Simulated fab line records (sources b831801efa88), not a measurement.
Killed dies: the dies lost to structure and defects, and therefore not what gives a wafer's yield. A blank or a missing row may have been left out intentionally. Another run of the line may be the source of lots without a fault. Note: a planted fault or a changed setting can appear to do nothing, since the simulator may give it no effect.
fab line records    flow sky130
record lots=13  wafers=36  last_day=50
route steps=708 shown VT_ADJUST_LVTN@105 GATE_OXIDE@200 RES_PROTECT@215
lots that met no fault: from a run of the same line without faults
start_h: start of the lot's first displayed wafer, in hours after the record's first day    wait_h: how many hours have passed since the lot's step before this one    " same as the row above    L1.1+2: one row covering several wafers at once    - value missing, or start not given    * or withheld: withheld    < > ~ a bound
route shown NAME@n: names a module that has steps shown in the file, with the first one's number in the route    usual: mean/standard deviation of fault-free wafers    same: alike in all rows    chamber/n: place in a boat    sites: readings site by site    _std_site: the standard deviation of these    _edge_site: mean of outer sites minus mean of inner sites    radius_mm: how far each site lies from the wafer's centre    mask NAME#n: copy n    behind: the tool/chamber that last shaped the wafer    hold: the reason the lot was held/the length of the hold in hours/how it ended    device: transistor that didn't switch, given as n, p or np    end of line: the same wafers' tests at the end of the route    step lacking rows: just its recipe    killed: dies that structure and defects cost at the first sort, which is not the same as the wafer's yield    map: a wafer's dies, x killed, . not, _ none there
set.NAME: the run value of the setting; set.NAME@STEP: its run value at that earlier step    model.NAME: the simulator's own value behind a step, which no gauge read
steps of the route over a sample of lots; a table a step, a row a wafer
services: the hour from which a tool's chamber was out of use, counted from the record's first day as start_h (under 0 if before that day), plus the number of hours and why
## steps
# step SKY_VT_ADJUST_LVTN_IMPLANT_08
# recipe species=B  energy_kev=30  dose_cm2=1.57e+12  tilt_deg=withheld
# usual beam_on_s=9.96/0.19  end_station_pressure_torr=5.03e-06/2.6e-07
lot.wafer  tool          chamber  start_h  wait_h  beam_on_s  end_station_pressure_torr
L518.1     implanter-03  0        145.74   0.0     9.74       5.11e-06
L518.3     "             0        "        "       9.98       5.14e-06
L518.5     "             0        "        "       9.87       4.88e-06
L519.2     implanter-02  0        153.37   0.0     10.12      5.46e-06
L519.4     "             0        "        "       9.90       5.58e-06
L519.5     "             0        "        "       10.02      5.13e-06
L520.1     implanter-02  0        161.24   0.0     9.73       4.95e-06
L520.4     "             0        "        "       9.58       4.91e-06
L520.5     "             0        "        "       9.95       5.21e-06
L521.1     implanter-01  0        163.84   0.0     9.97       5.07e-06
L521.2     "             0        "        "       9.97       5.12e-06
L521.5     "             0        "        "       9.87       4.78e-06
L524.2     implanter-01  0        187.23   0.0     9.72       4.81e-06
L524.6     "             0        "        "       9.69       5.46e-06
L526.4     implanter-01  0        219.22   0.1     10.01      5.64e-06
L526.6     "             0        "        "       10.03      4.54e-06
L528.2     implanter-01  0        220.23   0.0     10.01      4.6e-06
L528.6     "             0        "        "       9.53       4.97e-06
L531.4     implanter-02  0        240.33   0.1     10.00      4.87e-06
L531.5     "             0        "        "       9.88       4.91e-06
L531.6     "             0        "        "       10.26      5.16e-06
L533.2     implanter-03  0        248.67   0.0     10.15      4.85e-06
L533.5     "             0        "        "       9.88       5.18e-06
L533.6     "             0        "        "       9.80       4.8e-06
L536.1     implanter-02  0        266.94   0.0     10.18      5.02e-06
L536.3     "             0        "        "       9.87       5.17e-06
L536.6     "             0        "        "       10.08      4.78e-06
L537.1     implanter-03  0        274.04   0.0     9.43       4.89e-06
L537.3     "             0        "        "       9.85       4.8e-06
L537.4     "             0        "        "       10.13      5.02e-06
L538.1     implanter-01  0        281.89   0.0     9.98       5.05e-06
L538.3     "             0        "        "       10.03      4.64e-06
L538.6     "             0        "        "       9.80       5.73e-06
L539.1     implanter-02  0        287.06   0.0     10.01      4.73e-06
L539.3     "             0        "        "       10.08      4.86e-06
L539.5     "             0        "        "       9.45       5.45e-06
# step SKY_VT_ADJUST_LVTN_TW_MEAS_10
# usual VT_ADJUST_LVTN_TW=243.2/1.2
lot.wafer  tool           chamber  start_h  wait_h  hold                      VT_ADJUST_LVTN_TW
L518.1     film_metro-03  -        145.99   0.1     -                         243.1
L518.3     "              -        "        "       -                         242.7
L518.5     "              -        "        "       -                         243.2
L519.2     film_metro-03  -        153.60   0.1     -                         243.7
L519.4     "              -        "        "       -                         243.1
L519.5     "              -        "        "       -                         242.8
L520.1     film_metro-03  -        161.49   0.1     -                         243.6
L520.4     "              -        "        "       -                         242.0
L520.5     "              -        "        "       -                         242.5
L521.1     film_metro-01  -        164.09   0.1     -                         244.3
L521.2     "              -        "        "       -                         243.1
L521.5     "              -        "        "       -                         243.2
L524.2     film_metro-01  -        187.47   0.1     await_dispo/0.2h/release  242.1
L524.6     "              -        "        "       await_dispo/0.2h/release  217.3
L524.2     film_metro-01  -        187.70   0.2     -                         241.3
L524.6     "              -        "        "       -                         215.9
L526.4     film_metro-01  -        219.44   0.1     await_dispo/0.2h/release  218.4
L526.6     "              -        "        "       await_dispo/0.2h/release  217.5
L526.4     film_metro-01  -        219.77   0.3     -                         219.7
L526.6     "              -        "        "       -                         219.5
L528.2     film_metro-04  -        220.47   0.1     await_dispo/0.2h/release  242.7
L528.6     "              -        "        "       await_dispo/0.2h/release  218.1
L528.2     film_metro-04  -        220.69   0.2     -                         242.4
L528.6     "              -        "        "       -                         217.2
L531.4     film_metro-03  -        240.54   0.1     -                         242.8
L531.5     "              -        "        "       -                         244.5
L531.6     "              -        "        "       -                         243.8
L533.2     film_metro-04  -        248.90   0.1     -                         241.3
L533.5     "              -        "        "       -                         241.3
L533.6     "              -        "        "       -                         242.0
L536.1     film_metro-03  -        267.19   0.1     -                         244.0
L536.3     "              -        "        "       -                         243.4
L536.6     "              -        "        "       -                         243.0
L537.1     film_metro-04  -        274.29   0.1     -                         243.3
L537.3     "              -        "        "       -                         242.6
L537.4     "              -        "        "       -                         242.5
L538.1     film_metro-01  -        282.14   0.1     -                         241.4
L538.3     "              -        "        "       -                         243.6
L538.6     "              -        "        "       -                         242.6
L539.1     film_metro-03  -        287.31   0.1     -                         242.6
L539.3     "              -        "        "       -                         242.8
L539.5     "              -        "        "       -                         242.8
# step SKY_GATE_OXIDE_STRIP_13
# recipe chemistry=O2/N2  power_w=1400  pressure_mtorr=1500  platen_temp_c=withheld  o2_flow_sccm=3000  n2_flow_sccm=300  overash_fraction=0.5
# usual drypump_motor_current_A=5.7/0.43  oes_product_au=0.716/0.0045  strip_time_to_endpoint_s=14.19/0.035
lot.wafer  tool             chamber  start_h  wait_h  drypump_motor_current_A  oes_product_au  rf_hours_counter_h  strip_time_to_endpoint_s
L518.1     plasma_asher-03  0        308.44   0.0     6.2                      0.710           48                  14.22
L518.3     "                1        "        "       5.9                      0.710           -                   14.14
L518.5     "                1        "        "       5.9                      0.714           -                   14.18
L519.2     plasma_asher-03  1        320.16   0.0     5.9                      0.718           49                  14.13
L519.4     "                0        "        "       6.2                      0.726           -                   14.14
L519.5     "                1        "        "       5.9                      0.724           -                   14.15
L520.1     plasma_asher-03  0        327.61   0.0     6.2                      0.714           50                  14.19
L520.4     "                1        "        "       5.9                      0.713           -                   14.22
L520.5     "                0        "        "       6.2                      0.716           -                   14.21
L521.1     plasma_asher-03  1        331.86   0.0     5.9                      0.717           50                  14.22
L521.2     "                0        "        "       6.2                      0.716           50                  14.26
L521.5     "                1        "        "       5.9                      0.726           -                   14.22
L524.2     plasma_asher-01  1        363.19   0.0     5.3                      0.714           25                  14.18
L524.6     "                1        "        "       5.3                      0.707           -                   14.23
L526.4     plasma_asher-03  0        408.73   0.0     6.2                      0.715           -                   14.21
L526.6     "                0        "        "       6.2                      0.717           -                   14.17
L528.2     plasma_asher-03  1        413.47   0.0     5.9                      0.713           58                  14.18
L528.6     "                1        "        "       5.9                      0.713           -                   14.22
L531.4     plasma_asher-02  1        435.78   0.0     4.7                      0.714           -                   14.14
L531.5     "                1        "        "       4.7                      0.717           -                   14.15
L531.6     "                0        "        "       5.7                      0.710           -                   14.13
L533.2     plasma_asher-02  0        445.54   0.0     5.7                      0.719           1                   14.25
L533.5     "                0        "        "       5.7                      0.725           -                   14.21
L533.6     "                1        "        "       4.7                      0.715           -                   14.18
L536.1     plasma_asher-03  0        486.04   0.0     6.2                      0.714           65                  14.24
L536.3     "                0        "        "       6.3                      0.721           -                   14.19
L536.6     "                1        "        "       5.9                      0.713           -                   14.20
L537.1     plasma_asher-01  1        489.06   0.0     5.3                      0.721           38                  14.17
L537.3     "                1        "        "       5.3                      0.713           -                   14.25
L537.4     "                0        "        "       5.4                      0.713           -                   14.27
L538.1     plasma_asher-03  0        492.79   0.0     6.2                      0.716           66                  14.20
L538.3     "                0        "        "       6.2                      0.713           -                   14.19
L538.6     "                0        "        "       6.2                      0.717           -                   14.20
L539.1     plasma_asher-02  0        498.02   0.0     5.7                      0.709           6                   14.19
L539.3     "                0        "        "       5.7                      0.715           -                   14.16
L539.5     "                0        "        "       5.7                      0.715           -                   14.17
# step SKY_GATE_OXIDE_TW_MEAS_14
# usual GATE_OXIDE_TW=226.0/1.3
lot.wafer  tool           chamber  start_h  wait_h  GATE_OXIDE_TW
L518.1     film_metro-03  -        308.54   0.1     228.4
L518.3     "              -        "        "       226.2
L518.5     "              -        "        "       227.6
L519.2     film_metro-03  -        320.27   0.1     227.5
L519.4     "              -        "        "       228.4
L519.5     "              -        "        "       228.1
L520.1     film_metro-01  -        327.71   0.1     226.1
L520.4     "              -        "        "       225.4
L520.5     "              -        "        "       226.7
L521.1     film_metro-03  -        331.96   0.1     226.5
L521.2     "              -        "        "       226.1
L521.5     "              -        "        "       226.2
L524.2     film_metro-03  -        363.30   0.1     227.6
L524.6     "              -        "        "       227.0
L526.4     film_metro-01  -        408.82   0.1     226.9
L526.6     "              -        "        "       227.4
L528.2     film_metro-01  -        413.58   0.1     226.7
L528.6     "              -        "        "       227.4
L531.4     film_metro-02  -        435.87   0.1     225.0
L531.5     "              -        "        "       223.9
L531.6     "              -        "        "       224.8
L533.2     film_metro-02  -        445.65   0.1     225.2
L533.5     "              -        "        "       223.6
L533.6     "              -        "        "       224.2
L536.1     film_metro-03  -        486.14   0.1     226.8
L536.3     "              -        "        "       226.9
L536.6     "              -        "        "       227.6
L537.1     film_metro-01  -        489.16   0.1     225.7
L537.3     "              -        "        "       223.8
L537.4     "              -        "        "       223.5
L538.1     film_metro-02  -        492.89   0.1     224.6
L538.3     "              -        "        "       223.9
L538.6     "              -        "        "       225.3
L539.1     film_metro-01  -        498.12   0.1     224.5
L539.3     "              -        "        "       226.6
L539.5     "              -        "        "       225.0
# step SKY_RES_PROTECT_TW_MEAS_08
# usual POLY_GATE_TW=4066/22
lot.wafer  tool           chamber  start_h  wait_h  POLY_GATE_TW
L518.1     film_metro-01  -        338.72   0.1     4046
L518.3     "              -        "        "       4045
L518.5     "              -        "        "       4056
L519.2     film_metro-04  -        351.92   0.1     4077
L519.4     "              -        "        "       4062
L519.5     "              -        "        "       4069
L520.1     film_metro-03  -        357.02   0.1     4067
L520.4     "              -        "        "       4097
L520.5     "              -        "        "       4093
L521.1     film_metro-01  -        363.51   0.1     4039
L521.2     "              -        "        "       4057
L521.5     "              -        "        "       4045
L524.2     film_metro-01  -        395.36   0.1     4016
L524.6     "              -        "        "       4035
L526.4     film_metro-01  -        444.19   0.1     4054
L526.6     "              -        "        "       4066
L528.2     film_metro-01  -        447.93   0.1     4046
L528.6     "              -        "        "       4050
L531.4     film_metro-01  -        470.33   0.1     4076
L531.5     "              -        "        "       4040
L531.6     "              -        "        "       4054
L533.2     film_metro-04  -        479.32   0.1     4074
L533.5     "              -        "        "       4065
L533.6     "              -        "        "       4066
L536.1     film_metro-04  -        519.45   0.1     4076
L536.3     "              -        "        "       4052
L536.6     "              -        "        "       4079
L537.1     film_metro-01  -        523.10   0.1     4077
L537.3     "              -        "        "       4068
L537.4     "              -        "        "       4046
L538.1     film_metro-01  -        526.42   0.1     4064
L538.3     "              -        "        "       4075
L538.6     "              -        "        "       4072
L539.1     film_metro-04  -        531.36   0.1     4036
L539.3     "              -        "        "       4034
L539.5     "              -        "        "       4050
## services
tool             chamber  start_h  hours  kind
implanter-03     -        126.87   1.7    repair
implanter-02     -        148.50   4.3    pm
implanter-02     -        163.51   24.8   pm
implanter-03     -        171.25   0.7    repair
plasma_asher-03  -        187.37   1.5    repair
implanter-01     -        192.82   4.2    repair
plasma_asher-03  -        289.41   14.6   pm
implanter-03     -        297.50   2.0    repair
plasma_asher-02  -        302.76   8.8    repair
implanter-03     -        341.37   6.0    pm
implanter-03     -        349.32   1.3    repair
implanter-03     -        355.16   0.8    repair
plasma_asher-02  -        407.46   2.8    repair
implanter-03     -        410.40   2.2    repair
plasma_asher-02  -        417.76   3.4    repair
plasma_asher-02  -        421.30   9.0    pm
implanter-01     -        433.25   3.3    repair
implanter-01     -        443.86   72.7   repair
plasma_asher-03  -        446.86   0.5    repair
implanter-03     -        452.27   4.4    repair
implanter-03     -        458.82   3.7    repair
plasma_asher-03  -        461.83   0.6    repair
implanter-03     -        466.53   0.6    repair
plasma_asher-02  -        472.71   2.8    pm
## key
first_sign step=SKY_VT_ADJUST_LVTN_TW_MEAS_10  reading=visit  direction=added
effect step=SKY_VT_ADJUST_LVTN_TW_MEAS_10  reading=VT_ADJUST_LVTN_TW  direction=down  sigmas=22  usual=243.2  struck=217.8
met_at SKY_VT_ADJUST_LVTN_IMPLANT_08
struck_lots L524,L526,L528
struck_wafers L524.6,L526.4,L526.6,L528.6
tester_left_out L524,L526,L528
not_acting_at SKY_GATE_OXIDE_STRIP_13,SKY_GATE_OXIDE_TW_MEAS_14,SKY_RES_PROTECT_TW_MEAS_08
onset_between 163.84 187.23
fault kind=process_parameter_drift  tool=implanter-01  chamber=-  onset_h=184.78  steps=SKY_VT_ADJUST_LVTN_IMPLANT_08  channel=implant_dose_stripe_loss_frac  offset=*  shape=step  end_h=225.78  scope=struck_wafers_only
# tester_left_out: of these lots the tester's yield and bins aren't shown, on N5 and GAA mostly nor the transistor test; their killed dies are dies lost to structure and defects alone, not to doping, threshold or leakage, so they don't give the yield
